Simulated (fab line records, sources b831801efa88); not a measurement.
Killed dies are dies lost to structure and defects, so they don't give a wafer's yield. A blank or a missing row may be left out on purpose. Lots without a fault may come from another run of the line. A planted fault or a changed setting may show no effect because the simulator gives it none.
A struck lot beside a sound one | flow sky130 | 17 steps out of a route of 708
Sound: wafers L704.1, L704.4, L704.6. Struck: wafer L695.2. (L695.1, L695.3 of the same lot were not struck and are left out.) The cause comes at the end.
At each step with rows: each side's tool, then ch and its chambers, then its first start. Under that, the readings that differ: sound wafers | struck wafers | difference of the means | sigmas: that difference in standard deviations of wafers without a fault.
alike: readings whose means differ by less than 2 such deviations, and words and numbers that are the same on both sides. not compared: withheld readings, readings that some wafer has no value for, bounds like >300 that may hide the same value, and numbers for which the record gives no deviation and whose values overlap.
The two part at a step that has a row with sigmas, a row that says differs or no value, or rows on one side only. Numbers that don't overlap but have no deviation are shown without sigmas and don't part them. A reading that every wafer of one side lacks parts them only if that side has two wafers or more.

first, 3 steps without rows for these wafers: SKY_VIA3_EXPOSE_09 (exposes mask VIM3, target cd 200 nm); SKY_VIA3_PEB_10; SKY_VIA3_DEVELOP_11 (develop time 60 s).
SKY_VIA3_CD_MEAS_12: target cd 200 nm.
  sound on cd_sem-02, day 43 05:50; struck on cd_sem-01, day 40 13:32
  alike: cd_nm
SKY_VIA3_OVL_MEAS_13:
  sound on overlay-02, day 43 05:58; struck on overlay-02, day 40 13:40
  alike: VIA3_OVL
SKY_VIA3_ETCH_14: etches BARC in N2/H2, stops on SiO2, time 45.9 s, target depth 60 nm.
  sound on rie_diel-04 ch 1,3, day 43 05:59; struck on rie_diel-03 ch 3, day 40 13:41
  alike: drypump_motor_current_A, oes_product_au, throttle_valve_pct
  not compared: rf_hours_counter_h
SKY_VIA3_ETCH_15: etches SiO2 in C4F8/O2/Ar, stops on TiN, target depth 507 nm, time 78 s.
  sound on rie_diel-04 ch 1,3, day 43 06:02; struck on rie_diel-03 ch 3, day 40 13:44
  alike: oes_product_au
  not compared: rf_hours_counter_h
SKY_VIA3_STRIP_16: strips in O2/N2.
  sound on plasma_asher-01 ch 0,1, day 43 06:06; struck on plasma_asher-04 ch 1, day 40 13:47
  reading                      | sound             | struck | difference | sigmas
  strip_time_to_endpoint_s (s) | 4.109 4.102 4.116 | 4.165  | +0.056     | +3
  alike: drypump_motor_current_A, o2_flow_sccm, oes_product_au
  not compared: rf_hours_counter_h
then, 3 steps without rows for these wafers: SKY_VIA3_STRIP_17 (strips in post etch residue remover, time 1200 s); SKY_VIA3_CLEAN_18 (cleans in IPA, time 180 s); SKY_VIA3_CLEAN_19 (cleans in O3/DIW).
SKY_VIA3_SPUTTER_20: material TiN, target thk 20 nm, time 80 s.
  sound on pvd_sputter-02, day 43 06:41; struck on pvd_sputter-03, day 40 14:23
  alike: chamber_pressure_pa, throttle_valve_pct
SKY_VIA3_CVD_21: deposits W, target thk 390 nm, time 117.31 s.
  sound on cvd_w-02 ch 0,1, day 43 06:50; struck on cvd_w-01 ch 1, day 40 14:27
  reading                            | sound             | struck | difference | sigmas
  chamber_pressure_Torr (Torr)       | 39.87 40.15 39.99 | 33.78  | -6.22      | -75
  model.W_of_VIA3_CVD_21.thk_nm (nm) | 387.2 389.5 395   | 372.4  | -18.2      |
  alike: heater_power_w
SKY_VIA3_RS_MEAS_22: measures by four-point-probe.
  sound on film_metro-04, day 43 06:58; struck on film_metro-01, day 40 14:52
  reading            | sound             | struck | difference | sigmas
  VIA3_W_RS (ohm/sq) | 0.295 0.293 0.289 | 0.308  | +0.016     | +4
  not compared: hold
SKY_VIA3_THK_MEAS_23: measures by xrf.
  sound on film_metro-04, day 43 07:05; struck on film_metro-01, day 40 16:29
  reading         | sound       | struck                   | difference                   | sigmas
  hold            | - - -       | await_dispo/1.5h/release | no value on the sound wafers |
  VIA3_W_THK (nm) | 402 405 410 | 388                      | -18                          | -3
SKY_VIA3_CMP_24: polishes, stops on SiO2, t overpolish 20 s, target thk 0 nm.
  sound on cmp-01 ch 0,2, day 43 07:08; struck on cmp-02 ch 3, day 40 16:36
  alike: edge_zone_pressure_frac, motor_current_A, slurry_filter_dp_kPa
  not compared: hold
-- the record jumps here: 6 days lie between the struck wafers' starts before and after (it left off in module VIA3 and takes up again in module PAD_OPEN, whose first step shown is number 708 of the route) --
SKY_PAD_OPEN_PROBE_99:
  sound on prober-02, day 48 19:35; struck on prober-01, day 46 14:47
  reading                  | sound          | struck | difference | sigmas
  defect_limited_yield (%) | 78.3 79.5 78.9 | 84.8   | +5.9       | +3
  killed_at_M0_to_M3       | 55 59 56       | 38     | -19        | -3
  killed_dies              | 107 101 104    | 75     | -29        | -3
  killed_short             | 38 47 56       | 30     | -17        | -3
  sort_bin_5_function (%)  | 13.0 13.0 13.2 | 8.9    | -4.2       | -3
  sort_n_pass              | 385 391 388    | 417    | +29        | +3
  sort_yield_pct (%)       | 78.3 79.5 78.9 | 84.8   | +5.9       | +3
  alike: killed_at_M4_up, killed_at_contacts, killed_at_front_end, killed_at_other, killed_on_rim, killed_open, sort_bin_3_pad_short, sort_bin_6_memory

WHERE THEY PART
First at SKY_VIA3_STRIP_16; last, within this record, at SKY_PAD_OPEN_PROBE_99.

WHY: what the simulator had put in
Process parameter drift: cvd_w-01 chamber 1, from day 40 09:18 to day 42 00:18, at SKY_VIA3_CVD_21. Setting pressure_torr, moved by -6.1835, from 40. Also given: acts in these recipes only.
